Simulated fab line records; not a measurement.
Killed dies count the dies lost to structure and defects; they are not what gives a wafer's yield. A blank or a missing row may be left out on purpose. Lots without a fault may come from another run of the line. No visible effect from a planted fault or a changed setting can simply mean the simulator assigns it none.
The same fault as seen by 2 desks | flow sky130 | only its own numbers are on each desk; what lay behind them is given at the end

FROM THE METROLOGY DESK
Lot by lot, what the gauges showed, no matter which tool ran the lot: averages of those sampled wafers that carry a number. The brackets show how far a lot's mean lies from the usual mean; more than 4 standard deviations puts the lot out of limits, marked OUT. Readings shown: 7 of its 12, picked as those furthest out on some lot.
Columns: A = SD_P_OVL at SKY_SD_P_OVL_MEAS_08, usual -0.3 nm; B = SD_P_TW at SKY_SD_P_TW_MEAS_11, usual 2839; C = RES_XHIGH_TW at SKY_RES_XHIGH_TW_MEAS_09, usual 1644; D = cd-nm at SKY_SD_N_CD_MEAS_07, usual 379.2 nm; E = SD_N_OVL at SKY_SD_N_OVL_MEAS_08, usual -0.5 nm; F = SD_P_RS at SKY_SD_N_RS_MEAS_17, usual 147.3 ohm/sq; G = RES_XHIGH_RS at SKY_SD_N_RS_MEAS_18, usual 333.7 ohm/sq
lot  | first seen here | A    | B    | C    | D     | E    | F     | G
L737 | day 25 17:22    | 0.3  | 2822 | 1659 | 382.9 | 2.3  | 147.3 | 334.6
L739 | day 26 20:16    | -2.4 | 2874 | 1637 | 382.1 | 1.3  | 147.1 | 334.1
L740 | day 26 22:12    | -2.8 | 2846 | 1630 | 378.2 | -1.3 | 147.4 | 336.4
L747 | day 29 10:35    | -0.9 | 2848 | 1646 | 377.7 | 1.2  | 146.6 | 334.5
L748 | day 29 20:52    | -0.2 | 2835 | 1648 | 378.8 | 0.6  | 147.0 | 332.6
L750 | day 30 06:08    | 0.1  | 2840 | 1641 | 379.1 | -0.6 | 147.4 | 335.4
L757 | day 32 09:17    | -0.5 | 2856 | 1645 | 381.1 | -2.1 | 147.7 | 333.1
This desk's finding: nothing out of limits on any of the 7 lots.

DESK OF THE TOOL OWNER: implanter-04
SKY_RES_XHIGH_IMPLANT_07, tool's own readings: per-lot mean of the sampled wafers with a number, covering each lot this tool ran. The brackets show how far a lot's mean lies from the usual mean; more than 4 standard deviations puts the lot out of limits, marked OUT.
Columns: A = dose-ions-cm2 at SKY_RES_XHIGH_IMPLANT_07, usual 3.601e+14; B = tilt-deg at SKY_RES_XHIGH_IMPLANT_07, usual -0.001 degrees
lot  | first seen here | A         | B
L737 | day 26 22:12    | 3.603e+14 | -0.021
L747 | day 30 14:52    | 3.607e+14 | -0.019
L748 | day 31 01:31    | 3.603e+14 | 0.017
L750 | day 31 10:13    | 3.600e+14 | -0.028
This desk's finding: nothing out of limits on any of the 4 lots.

ALL TOGETHER
At the metrology desk, nothing out of limits was observed.
The desk of the tool owner found nothing out of limits.

WHAT THE SIMULATOR HAD INSERTED
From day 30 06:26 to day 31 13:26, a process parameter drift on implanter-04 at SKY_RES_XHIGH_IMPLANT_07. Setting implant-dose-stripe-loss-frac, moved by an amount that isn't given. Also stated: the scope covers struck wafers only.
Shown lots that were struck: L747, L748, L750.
